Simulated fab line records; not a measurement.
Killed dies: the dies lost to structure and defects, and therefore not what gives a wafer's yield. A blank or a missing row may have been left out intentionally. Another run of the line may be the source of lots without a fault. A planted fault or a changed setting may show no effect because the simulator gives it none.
fab line records -- flow gf180mcu
record: lots: 13, wafers: 39, lastDay: 34
route steps=602 shown NWELL@51 DUAL_GATE@154 M3@414
lots with no fault: from the same line, run without faults
startH: hours from the record's first day to the start of the lot's first wafer shown -- waitH: hours elapsed since this lot's preceding step -- " same as the row above -- L1.1+2: one row covering several wafers at once -- - no value, or no start was given -- * or withheld: withheld -- < > ~ a bound
route shown NAME@n: a module of which the file shows steps, and the number in the route of the first -- usual: the fault-free wafers' mean and standard deviation -- same: alike in all rows -- chamber/n: place in a boat -- sites: each site's reading -- _std_site: the standard deviation of these -- _edge_site: the outer-site mean with the inner-site mean subtracted -- radiusMm: for every site, how far away it sits from the centre of the wafer -- mask NAME#n: copy n -- behind: the last tool/chamber to shape the wafer -- hold: why the lot was held/for how many hours/how that ended -- device: names the non-switching transistor (n, p or np) -- end of line: at the end of the route, the tests of the same wafers -- a step given without rows: its recipe and nothing more -- killed: at the first sort, the dies lost to defects and structure; wafer yield is something else -- map: a wafer's dies, x killed, . not, _ none there
set.NAME: the setting the step ran with; set.NAME@STEP: the setting that earlier step ran with -- model.NAME: the simulator's own value behind a step, which no gauge read
the route's steps for a sample of lots (tables are steps, rows are wafers)
services: a tool's chamber out of use, with start hour (startH, from the record's first day; less than 0 if before it), hours out, and reason
== steps ==
step: GF_NWELL_IMPLANT_09
recipe: species: P, energyKev: 160, doseCm2: 4e+12, tiltDeg: 0
usual: faradayCurrentUA: 22.6/0.5
same: implantIonAmu: 31
lot.wafer,tool,chamber,startH,waitH,faradayCurrentUA
L489.1,implanter-02,0,57.29,0.1,21.2
L489.3,implanter-02,0,57.29,0.1,22.5
L489.5,implanter-02,0,57.29,0.1,22.2
L491.2,implanter-01,0,65.40,0.1,22.4
L491.5,implanter-01,0,65.40,0.1,23.2
L491.6,implanter-01,0,65.40,0.1,22.2
L493.1,implanter-01,0,76.46,0.1,21.3
L493.3,implanter-01,0,76.46,0.1,21.9
L493.6,implanter-01,0,76.46,0.1,22.3
L494.1,implanter-01,0,82.31,0.1,23.1
L494.2,implanter-01,0,82.31,0.1,22.6
L494.5,implanter-01,0,82.31,0.1,22.9
L495.2,implanter-02,0,86.95,0.1,22.5
L495.3,implanter-02,0,86.95,0.1,21.8
L495.4,implanter-02,0,86.95,0.1,23.0
L497.1,implanter-02,0,99.74,0.1,22.1
L497.2,implanter-02,0,99.74,0.1,22.8
L497.3,implanter-02,0,99.74,0.1,21.8
L498.1,implanter-04,0,103.16,0.1,21.5
L498.3,implanter-04,0,103.16,0.1,22.0
L498.4,implanter-04,0,103.16,0.1,22.4
L499.3,implanter-02,0,109.39,0.1,23.1
L499.5,implanter-02,0,109.39,0.1,22.5
L499.6,implanter-02,0,109.39,0.1,22.5
L501.4,implanter-02,0,121.79,0.1,22.8
L501.5,implanter-02,0,121.79,0.1,22.5
L501.6,implanter-02,0,121.79,0.1,22.6
L503.1,implanter-02,0,132.59,0.1,22.8
L503.2,implanter-02,0,132.59,0.1,22.3
L503.3,implanter-02,0,132.59,0.1,23.2
L504.1,implanter-02,0,136.74,0.1,22.4
L504.5,implanter-02,0,136.74,0.1,22.4
L504.6,implanter-02,0,136.74,0.1,22.4
L505.1,implanter-02,0,143.01,0.1,22.6
L505.3,implanter-02,0,143.01,0.1,22.9
L505.5,implanter-02,0,143.01,0.1,23.4
L511.1,implanter-01,0,175.14,0.1,21.9
L511.4,implanter-01,0,175.14,0.1,22.0
L511.5,implanter-01,0,175.14,0.1,22.7
step: GF_VT_IMPLANT_RS_MEAS_47
recipe: thkMeasGauge: four-point-probe
usual: NWELL_RS: 487.6/1.3
lot.wafer,tool,chamber,startH,waitH,NWELL_RS[ohm/sq]
L489.1,filmMetro-03,-,159.06,0.1,488.7
L489.3,filmMetro-03,-,159.06,0.1,487.5
L489.5,filmMetro-03,-,159.06,0.1,487.7
L491.2,filmMetro-04,-,170.58,0.1,487.8
L491.5,filmMetro-04,-,170.58,0.1,487.0
L491.6,filmMetro-04,-,170.58,0.1,487.3
L493.1,filmMetro-04,-,182.06,0.1,488.9
L493.3,filmMetro-04,-,182.06,0.1,487.1
L493.6,filmMetro-04,-,182.06,0.1,488.4
L494.1,filmMetro-03,-,191.64,0.1,487.9
L494.2,filmMetro-03,-,191.64,0.1,487.6
L494.5,filmMetro-03,-,191.64,0.1,487.4
L495.2,filmMetro-01,-,195.54,0.1,488.8
L495.3,filmMetro-01,-,195.54,0.1,487.3
L495.4,filmMetro-01,-,195.54,0.1,488.5
L497.1,filmMetro-04,-,210.99,0.1,485.7
L497.2,filmMetro-04,-,210.99,0.1,485.5
L497.3,filmMetro-04,-,210.99,0.1,486.3
L498.1,filmMetro-04,-,215.57,0.1,489.3
L498.3,filmMetro-04,-,215.57,0.1,489.4
L498.4,filmMetro-04,-,215.57,0.1,488.8
L499.3,filmMetro-01,-,223.98,0.1,486.6
L499.5,filmMetro-01,-,223.98,0.1,486.2
L499.6,filmMetro-01,-,223.98,0.1,486.3
L501.4,filmMetro-04,-,239.64,0.1,487.7
L501.5,filmMetro-04,-,239.64,0.1,487.8
L501.6,filmMetro-04,-,239.64,0.1,488.7
L503.1,filmMetro-01,-,252.51,0.1,495.1
L503.2,filmMetro-01,-,252.51,0.1,496.8
L503.3,filmMetro-01,-,252.51,0.1,496.5
L504.1,filmMetro-03,-,256.76,0.1,493.9
L504.5,filmMetro-03,-,256.76,0.1,493.8
L504.6,filmMetro-03,-,256.76,0.1,495.7
L505.1,filmMetro-01,-,264.49,0.1,496.0
L505.3,filmMetro-01,-,264.49,0.1,495.7
L505.5,filmMetro-01,-,264.49,0.1,496.6
L511.1,filmMetro-03,-,305.49,0.1,487.1
L511.4,filmMetro-03,-,305.49,0.1,486.5
L511.5,filmMetro-03,-,305.49,0.1,485.2
step: GF_DUAL_GATE_STRIP_13
recipe: chemistry: O2/N2, powerW: 1400, pressureMtorr: 1500, platenTempC: 250, o2FlowSccm: 3000, n2FlowSccm: 300, overashFraction: 0.5
usual: drypumpMotorCurrentA: 5.7/0.36, heaterPowerW: 316/27, oesProductAu: 0.716/0.0039, stripTimeToEndpointS: 12.62/0.031
same: overashFraction: 0.5
lot.wafer,tool,chamber,startH,waitH,drypumpMotorCurrentA,heaterPowerW,oesProductAu,rfHoursCounterH,stripTimeToEndpointS
L489.1,plasmaAsher-02,0,177.55,0.0,5.7,310,0.715,41,12.63
L489.3,plasmaAsher-02,1,177.55,0.0,5.4,327,0.719,-,12.61
L489.5,plasmaAsher-02,1,177.55,0.0,5.3,331,0.713,-,12.60
L491.2,plasmaAsher-02,0,189.47,0.0,5.7,311,0.715,42,12.59
L491.5,plasmaAsher-02,1,189.47,0.0,5.3,335,0.716,-,12.59
L491.6,plasmaAsher-02,0,189.47,0.0,5.7,307,0.715,-,12.59
L493.1,plasmaAsher-03,0,201.47,0.0,6.2,263,0.717,9,12.58
L493.3,plasmaAsher-03,1,201.47,0.0,5.7,323,0.716,-,12.61
L493.6,plasmaAsher-03,0,201.47,0.0,6.2,265,0.714,-,12.60
L494.1,plasmaAsher-04,1,211.08,0.0,5.3,292,0.717,54,12.57
L494.2,plasmaAsher-04,0,211.08,0.0,6.4,370,0.716,54,12.59
L494.5,plasmaAsher-04,0,211.08,0.0,6.4,356,0.717,-,12.62
L495.2,plasmaAsher-03,1,215.97,0.0,5.7,325,0.720,10,12.56
L495.3,plasmaAsher-03,0,215.97,0.0,6.2,263,0.714,-,12.54
L495.4,plasmaAsher-03,1,215.97,0.0,5.7,319,0.721,-,12.58
L497.1,plasmaAsher-02,0,231.67,0.0,5.7,299,0.716,46,12.61
L497.2,plasmaAsher-02,1,231.67,0.0,5.4,336,0.718,46,12.58
L497.3,plasmaAsher-02,1,231.67,0.0,5.4,334,0.720,-,12.65
L498.1,plasmaAsher-04,1,236.32,0.0,5.3,290,0.724,56,12.64
L498.3,plasmaAsher-04,1,236.32,0.0,5.3,293,0.717,-,12.68
L498.4,plasmaAsher-04,0,236.32,0.0,6.4,361,0.718,-,12.64
L499.3,plasmaAsher-02,1,245.27,0.0,5.4,329,0.708,-,12.64
L499.5,plasmaAsher-02,0,245.27,0.0,5.7,308,0.713,-,12.63
L499.6,plasmaAsher-02,1,245.27,0.0,5.4,340,0.715,-,12.64
L501.4,plasmaAsher-04,0,260.47,0.0,6.4,365,0.714,-,12.64
L501.5,plasmaAsher-04,1,260.47,0.0,5.3,295,0.714,-,12.67
L501.6,plasmaAsher-04,0,260.47,0.0,6.4,373,0.723,-,12.66
L503.1,plasmaAsher-02,1,273.45,0.0,5.3,327,0.716,51,12.66
L503.2,plasmaAsher-02,0,273.45,0.0,5.7,310,0.710,51,12.62
L503.3,plasmaAsher-02,1,273.45,0.0,5.4,338,0.717,-,12.65
L504.1,plasmaAsher-02,0,277.46,0.0,5.7,316,0.720,51,12.63
L504.5,plasmaAsher-02,1,277.46,0.0,5.4,337,0.719,-,12.62
L504.6,plasmaAsher-02,0,277.46,0.0,5.7,309,0.716,-,12.63
L505.1,plasmaAsher-02,1,285.55,0.0,5.4,324,0.720,52,12.58
L505.3,plasmaAsher-02,0,285.55,0.0,5.7,311,0.714,-,12.64
L505.5,plasmaAsher-02,0,285.55,0.0,5.7,304,0.708,-,12.61
L511.1,plasmaAsher-02,1,331.99,0.0,5.4,326,0.714,56,12.60
L511.4,plasmaAsher-02,0,331.99,0.0,5.7,317,0.716,-,12.56
L511.5,plasmaAsher-02,0,331.99,0.0,5.7,316,0.711,-,12.57
step: GF_M3_RS_MEAS_05
recipe: thkMeasGauge: four-point-probe, reads: TiN_of_M3_SPUTTER_04+Ti_of_M3_SPUTTER_03+AlCu_of_M3_SPUTTER_02+TiN_of_M3_SPUTTER_01+Ti_of_M3_SPUTTER_00
usual: M3_ALCU_RS: 0.0695/0.001
lot.wafer,tool,chamber,startH,waitH,M3_ALCU_RS[ohm/sq]
L489.1,filmMetro-02,-,463.86,0.0,0.0686
L489.3,filmMetro-02,-,463.86,0.0,0.0702
L489.5,filmMetro-02,-,463.86,0.0,0.0703
L491.2,filmMetro-02,-,482.64,0.0,0.0685
L491.5,filmMetro-02,-,482.64,0.0,0.0694
L491.6,filmMetro-02,-,482.64,0.0,0.0705
L493.1,filmMetro-02,-,502.56,0.0,0.0721
L493.3,filmMetro-02,-,502.56,0.0,0.0720
L493.6,filmMetro-02,-,502.56,0.0,0.0712
L494.1,filmMetro-01,-,508.99,0.0,0.0704
L494.2,filmMetro-01,-,508.99,0.0,0.0690
L494.5,filmMetro-01,-,508.99,0.0,0.0691
L495.2,filmMetro-03,-,515.59,0.0,0.0697
L495.3,filmMetro-03,-,515.59,0.0,0.0703
L495.4,filmMetro-03,-,515.59,0.0,0.0694
L497.1,filmMetro-03,-,538.66,0.0,0.0689
L497.2,filmMetro-03,-,538.66,0.0,0.0692
L497.3,filmMetro-03,-,538.66,0.0,0.0694
L498.1,filmMetro-03,-,541.00,0.0,0.0714
L498.3,filmMetro-03,-,541.00,0.0,0.0688
L498.4,filmMetro-03,-,541.00,0.0,0.0694
L499.3,filmMetro-01,-,557.06,0.1,0.0699
L499.5,filmMetro-01,-,557.06,0.1,0.0708
L499.6,filmMetro-01,-,557.06,0.1,0.0696
L501.4,filmMetro-02,-,578.26,0.1,0.0708
L501.5,filmMetro-02,-,578.26,0.1,0.0702
L501.6,filmMetro-02,-,578.26,0.1,0.0695
L503.1,filmMetro-03,-,583.06,0.0,0.0697
L503.2,filmMetro-03,-,583.06,0.0,0.0688
L503.3,filmMetro-03,-,583.06,0.0,0.0695
L504.1,filmMetro-03,-,591.70,0.0,0.0703
L504.5,filmMetro-03,-,591.70,0.0,0.0690
L504.6,filmMetro-03,-,591.70,0.0,0.0687
L505.1,filmMetro-02,-,599.31,0.0,0.0690
L505.3,filmMetro-02,-,599.31,0.0,0.0698
L505.5,filmMetro-02,-,599.31,0.0,0.0684
L511.1,filmMetro-02,-,646.72,0.0,0.0685
L511.4,filmMetro-02,-,646.72,0.0,0.0686
L511.5,filmMetro-02,-,646.72,0.0,0.0693
step: GF_M3_THK_MEAS_06
recipe: thkMeasGauge: xrf, reads: AlCu_of_M3_SPUTTER_02
usual: M3_ALCU_THK: 459/6.9
lot.wafer,tool,chamber,startH,waitH,M3_ALCU_THK[nm]
L489.1,filmMetro-02,-,463.98,0.1,464
L489.3,filmMetro-02,-,463.98,0.1,450
L489.5,filmMetro-02,-,463.98,0.1,451
L491.2,filmMetro-02,-,482.75,0.1,469
L491.5,filmMetro-02,-,482.75,0.1,457
L491.6,filmMetro-02,-,482.75,0.1,454
L493.1,filmMetro-02,-,502.68,0.1,443
L493.3,filmMetro-02,-,502.68,0.1,442
L493.6,filmMetro-02,-,502.68,0.1,450
L494.1,filmMetro-01,-,509.11,0.1,449
L494.2,filmMetro-01,-,509.11,0.1,459
L494.5,filmMetro-01,-,509.11,0.1,459
L495.2,filmMetro-03,-,515.70,0.1,458
L495.3,filmMetro-03,-,515.70,0.1,452
L495.4,filmMetro-03,-,515.70,0.1,461
L497.1,filmMetro-03,-,538.78,0.1,465
L497.2,filmMetro-03,-,538.78,0.1,462
L497.3,filmMetro-03,-,538.78,0.1,461
L498.1,filmMetro-03,-,541.12,0.1,449
L498.3,filmMetro-03,-,541.12,0.1,466
L498.4,filmMetro-03,-,541.12,0.1,461
L499.3,filmMetro-01,-,557.16,0.1,454
L499.5,filmMetro-01,-,557.16,0.1,445
L499.6,filmMetro-01,-,557.16,0.1,454
L501.4,filmMetro-02,-,578.35,0.1,451
L501.5,filmMetro-02,-,578.35,0.1,453
L501.6,filmMetro-02,-,578.35,0.1,458
L503.1,filmMetro-03,-,583.18,0.1,459
L503.2,filmMetro-03,-,583.18,0.1,463
L503.3,filmMetro-03,-,583.18,0.1,459
L504.1,filmMetro-03,-,591.82,0.1,455
L504.5,filmMetro-03,-,591.82,0.1,466
L504.6,filmMetro-03,-,591.82,0.1,466
L505.1,filmMetro-02,-,599.43,0.1,462
L505.3,filmMetro-02,-,599.43,0.1,457
L505.5,filmMetro-02,-,599.43,0.1,468
L511.1,filmMetro-02,-,646.84,0.1,463
L511.4,filmMetro-02,-,646.84,0.1,464
L511.5,filmMetro-02,-,646.84,0.1,460
== services ==
tool,chamber,startH,hours,kind
implanter-04,-,35.86,4.0,repair
implanter-04,-,73.75,3.3,repair
plasmaAsher-03,-,84.23,0.8,repair
plasmaAsher-03,-,104.10,5.7,repair
plasmaAsher-03,-,109.80,9.0,pm
plasmaAsher-03,0,109.80,9.0,ventCycle
plasmaAsher-03,1,109.80,9.0,ventCycle
plasmaAsher-03,0,118.80,-,clean
plasmaAsher-03,1,118.80,-,clean
implanter-02,-,137.60,2.0,repair
plasmaAsher-03,-,172.79,2.3,repair
plasmaAsher-04,-,190.49,6.7,repair
plasmaAsher-02,-,194.82,6.0,repair
plasmaAsher-04,-,197.32,4.5,repair
implanter-01,-,215.92,2.7,repair
implanter-04,-,224.22,4.0,repair
implanter-02,-,248.97,12.8,repair
plasmaAsher-03,-,255.99,1.0,repair
implanter-04,-,263.51,2.6,repair
implanter-02,-,291.86,1.3,repair
plasmaAsher-02,-,295.56,2.8,pm
implanter-04,-,309.30,3.7,repair
implanter-02,-,318.03,5.2,pm
== key ==
firstSign: step: GF_VT_IMPLANT_RS_MEAS_47, reading: NWELL_RS, direction: up, sigmas: 6.3, usual: 487.6, struck: 495.6
effect none on later readings
metAt GF_NWELL_IMPLANT_09
struckLots L503,L504,L505
testerLeftOut L503,L504,L505
notActingAt GF_DUAL_GATE_STRIP_13,GF_M3_RS_MEAS_05,GF_M3_THK_MEAS_06
onsetBetween 121.79 132.59
fault: kind: processParameterDrift, tool: implanter-02, chamber: -, onsetH: 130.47, steps: GF_NWELL_IMPLANT_09, channel: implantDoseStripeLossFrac, offset: 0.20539, shape: step, endH: 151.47
testerLeftOut: of these lots the tester's yield and bins aren't shown, on N5 and GAA mostly nor the transistor test; their killed dies are dies lost to structure and defects alone, not to doping, threshold or leakage, so they don't give the yield
